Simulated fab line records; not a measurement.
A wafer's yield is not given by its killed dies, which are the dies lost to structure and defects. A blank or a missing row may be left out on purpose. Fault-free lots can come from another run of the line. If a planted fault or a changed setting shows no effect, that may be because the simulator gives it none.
Which tool did it? | flow gf180mcu | 36 wafers from 12 lots sampled at 6 of the route's 602 steps

## WHAT THE GAUGES READ, wafer by wafer
GF_VT_IMPLANT_RS_MEAS_46: measures by four-point-probe. Usual: MVSD_RS 456.5 ohm/sq, standard deviation 1.3.
lot  | measured     | on           | MVSD_RS (ohm/sq)  | flag
L218 | day 7 15:08  | filmMetro-04 | 457.6 456.4 457.8 | 
L219 | day 7 22:33  | filmMetro-04 | 457.1 456.2 457.2 | 
L220 | day 8 00:43  | filmMetro-04 | 457.7 457.6 457.0 | 
L221 | day 8 09:54  | filmMetro-03 | 455.1 455.6 454.9 | 
L225 | day 9 12:20  | filmMetro-03 | 456.8 455.7 456.8 | 
L228 | day 10 13:01 | filmMetro-03 | 455.1 456.0 456.4 | 
L231 | day 11 04:16 | filmMetro-02 | 457.1 456.7 456.3 | 
L235 | day 12 07:34 | filmMetro-02 | 456.4 455.3 454.9 | 
L238 | day 13 07:01 | filmMetro-04 | 454.4 455.9 455.3 | 
L239 | day 13 18:14 | filmMetro-03 | 457.6 457.8 457.5 | 
L240 | day 14 03:11 | filmMetro-02 | 454.5 455.6 456.3 | 
L241 | day 14 09:32 | filmMetro-04 | 455.5 455.3 456.4 | 

GF_HV_LDD_THK_MEAS_57. Usual: HV_LDD_CVD_56_THK 90.0 nm, standard deviation 0.89.
lot  | measured     | on           | HV_LDD_CVD_56_THK (nm) | flag
L218 | day 12 15:34 | filmMetro-04 | 91.3 91.4 90.5         | 
L219 | day 12 23:53 | filmMetro-04 | 89.9 90.0 89.5         | 
L220 | day 13 03:04 | filmMetro-03 | 91.1 90.6 90.2         | 
L221 | day 13 10:40 | filmMetro-04 | 89.8 89.3 90.1         | 
L225 | day 14 20:04 | filmMetro-04 | 89.4 90.2 90.5         | 
L228 | day 16 01:54 | filmMetro-04 | 89.2 88.7 89.4         | 
L231 | day 16 21:58 | filmMetro-04 | 88.4 89.5 89.3         | 
L235 | day 18 06:15 | filmMetro-04 | 89.4 89.1 89.3         | 
L238 | day 19 11:29 | filmMetro-03 | 91.0 90.5 91.3         | 
L239 | day 19 20:14 | filmMetro-02 | 90.1 90.6 89.9         | 
L240 | day 20 07:48 | filmMetro-02 | 90.2 90.3 89.9         | 
L241 | day 20 17:04 | filmMetro-04 | 89.2 89.9 89.1         | 

GF_NSD_CD_MEAS_07: the cd target is 400 nm. Usual: cdNm 398.6 nm, standard deviation 2.4.
lot  | measured     | on       | cdNm (nm)         | flag
L218 | day 13 11:22 | cdSem-02 | 401.8 402.4 399.1 | 
L219 | day 13 19:41 | cdSem-02 | 401.4 398.5 400.1 | 
L220 | day 13 23:35 | cdSem-02 | 394.4 397.5 393.8 | 
L221 | day 14 06:54 | cdSem-02 | 397.9 398.1 399.3 | 
L225 | day 15 17:59 | cdSem-02 | 394.5 396.6 392.9 | 
L228 | day 16 23:54 | cdSem-02 | 388.3 387.1 389.4 | OFF
L231 | day 17 20:47 | cdSem-02 | 389.5 390.1 389.0 | OFF
L235 | day 19 05:50 | cdSem-01 | 394.7 394.6 395.1 | 
L238 | day 20 11:38 | cdSem-01 | 399.6 399.3 396.8 | 
L239 | day 20 20:00 | cdSem-01 | 400.1 400.1 399.0 | 
L240 | day 21 07:55 | cdSem-01 | 402.9 400.0 399.4 | 
L241 | day 21 17:25 | cdSem-02 | 395.1 394.4 395.0 | 

GF_SAB_CD_MEAS_09: the cd target is 420 nm. Usual: cdNm 421.1 nm, standard deviation 2.2.
lot  | measured     | on       | cdNm (nm)         | flag
L218 | day 15 06:08 | cdSem-02 | 424.3 424.3 425.3 | 
L219 | day 15 14:38 | cdSem-01 | 421.0 420.4 420.1 | 
L220 | day 15 19:21 | cdSem-02 | 426.1 425.1 425.3 | 
L221 | day 16 03:49 | cdSem-02 | 421.3 421.0 423.9 | 
L225 | day 17 16:15 | cdSem-01 | 420.3 423.2 423.3 | 
L228 | day 18 23:47 | cdSem-02 | 420.0 419.3 417.7 | 
L231 | day 19 21:48 | cdSem-01 | 419.0 419.5 419.5 | 
L235 | day 21 07:10 | cdSem-01 | 422.3 419.9 422.3 | 
L238 | day 22 12:19 | cdSem-01 | 423.7 420.9 425.2 | 
L239 | day 22 19:40 | cdSem-02 | 418.9 420.5 420.6 | 
L240 | day 23 08:08 | cdSem-01 | 420.6 419.8 420.8 | 
L241 | day 23 16:23 | cdSem-02 | 423.2 422.8 421.2 | 

## WHAT TOOL EACH LOT RAN ON (gives the tool, then ch and the chambers of the sampled wafers, and finally the start)
lot  | GF_NSD_COAT_02                   | GF_NSD_STRIP_11
L218 | lithoTrack-01 ch 0, day 13 00:59 | plasmaAsher-02 ch 0,1, day 13 11:49
L219 | lithoTrack-04 ch 0, day 13 09:31 | plasmaAsher-01 ch 0,1, day 13 20:08
L220 | lithoTrack-04 ch 0, day 13 13:11 | plasmaAsher-04 ch 0,1, day 14 00:01
L221 | lithoTrack-01 ch 0, day 13 20:20 | plasmaAsher-04 ch 0,1, day 14 07:21
L225 | lithoTrack-04 ch 0, day 15 06:50 | plasmaAsher-04 ch 0, day 15 18:25
L228 | lithoTrack-04 ch 0, day 16 12:47 | plasmaAsher-02 ch 0,1, day 17 00:20
L231 | lithoTrack-04 ch 0, day 17 09:11 | plasmaAsher-01 ch 0,1, day 17 21:13
L235 | lithoTrack-01 ch 0, day 18 17:41 | plasmaAsher-02 ch 0,1, day 19 06:18
L238 | lithoTrack-01 ch 0, day 19 23:23 | plasmaAsher-01 ch 0,1, day 20 12:06
L239 | lithoTrack-04 ch 0, day 20 07:25 | plasmaAsher-04 ch 0,1, day 20 20:27
L240 | lithoTrack-01 ch 0, day 20 20:04 | plasmaAsher-02 ch 0,1, day 21 08:21
L241 | lithoTrack-04 ch 0, day 21 05:16 | plasmaAsher-02 ch 0,1, day 21 17:52
- GF_NSD_COAT_02: resist thk 1000 nm.
- GF_NSD_STRIP_11: strips in O2/N2.

## AS READ BY THE TOOLS THEMSELVES (means over the sampled wafers that have a number; for cases with no such wafer, the mark the record gives instead)
GF_NSD_COAT_02. Usual: spinSpeedRpm 2999.9 rpm, standard deviation 2.
lot  | tool          | spinSpeedRpm (rpm) | flag
L218 | lithoTrack-01 | 2999.4             | 
L219 | lithoTrack-04 | 3001.5             | 
L220 | lithoTrack-04 | 3000.0             | 
L221 | lithoTrack-01 | 3000.2             | 
L225 | lithoTrack-04 | 3001.8             | 
L228 | lithoTrack-04 | 2280.9             | OFF
L231 | lithoTrack-04 | 2278.1             | OFF
L235 | lithoTrack-01 | 3002.8             | 
L238 | lithoTrack-01 | 2999.9             | 
L239 | lithoTrack-04 | 2998.4             | 
L240 | lithoTrack-01 | 3000.6             | 
L241 | lithoTrack-04 | 3001.2             | 

GF_NSD_STRIP_11. Usual: chamberPressureMTorr 1500.1 mTorr, standard deviation 1.5; drypumpMotorCurrentA 5.5 A, standard deviation 0.46; heaterPowerW 336 W, standard deviation 19; oesProductAu 0.487 a.u., standard deviation 0.0045; platenTempC 250.00 C, standard deviation 0.17; stripTimeToEndpointS 22.97 s, standard deviation 0.036.
lot  | tool           | chamberPressureMTorr (mTorr) | drypumpMotorCurrentA (A) | heaterPowerW (W) | oesProductAu (a.u.) | platenTempC (C) | stripTimeToEndpointS (s) | flag
L218 | plasmaAsher-02 | 1502.2                       | 5.1                      | 354              | 0.489               | 249.97          | 22.99                    | 
L219 | plasmaAsher-01 | 1499.1                       | 5.8                      | 331              | 0.489               | 250.03          | 22.96                    | 
L220 | plasmaAsher-04 | 1500.6                       | 6.0                      | 327              | 0.486               | 249.98          | 23.01                    | 
L221 | plasmaAsher-04 | 1499.9                       | 5.9                      | 323              | 0.488               | 250.03          | 22.97                    | 
L225 | plasmaAsher-04 | 1500.8                       | 6.2                      | 314              | 0.490               | 249.94          | 22.96                    | 
L228 | plasmaAsher-02 | 1498.9                       | 5.1                      | 349              | 0.505               | 249.86          | 24.62                    | OFF
L231 | plasmaAsher-01 | 1499.2                       | 5.8                      | 331              | 0.503               | 249.93          | 24.64                    | OFF
L235 | plasmaAsher-02 | 1500.2                       | 5.2                      | 335              | 0.488               | 250.01          | 22.95                    | 
L238 | plasmaAsher-01 | 1500.2                       | 5.8                      | 331              | 0.488               | 249.95          | 22.96                    | 
L239 | plasmaAsher-04 | 1500.3                       | 5.7                      | 339              | 0.485               | 249.91          | 23.01                    | 
L240 | plasmaAsher-02 | 1498.4                       | 5.1                      | 353              | 0.480               | 250.28          | 23.03                    | 
L241 | plasmaAsher-02 | 1501.9                       | 5.2                      | 332              | 0.494               | 250.02          | 23.00                    | 

## THE ANSWER, worked out from the rows above alone
Rule: lot off if the mean of its wafers having a number is beyond 3 standard deviations from the usual mean. A lot without any number at a reading at which 4 lots or more have one is off too. Where the step has rows for the other lots, those lots are counted as sound. The gauges are gone through in route order, then the tools' own readings, and for those a lot's mean is taken as printed above. At the first step where some lot is off, the reading lying furthest off is the one used; lots without a number count as furthest.
Off: L228, L231, at GF_NSD_CD_MEAS_07 (cdNm).
If a tool, at a process step before that reading, ran all the lots that are off and no sound lot after the first of them, it fits. The gauges at GF_NSD_CD_MEAS_07 aren't tried: what is off there is off at GF_NSD_COAT_02 too, on other tools, and a gauge's error can't cause that. Not one of the candidates tried fits.

## WHAT WAS PUT IN BY THE SIMULATOR
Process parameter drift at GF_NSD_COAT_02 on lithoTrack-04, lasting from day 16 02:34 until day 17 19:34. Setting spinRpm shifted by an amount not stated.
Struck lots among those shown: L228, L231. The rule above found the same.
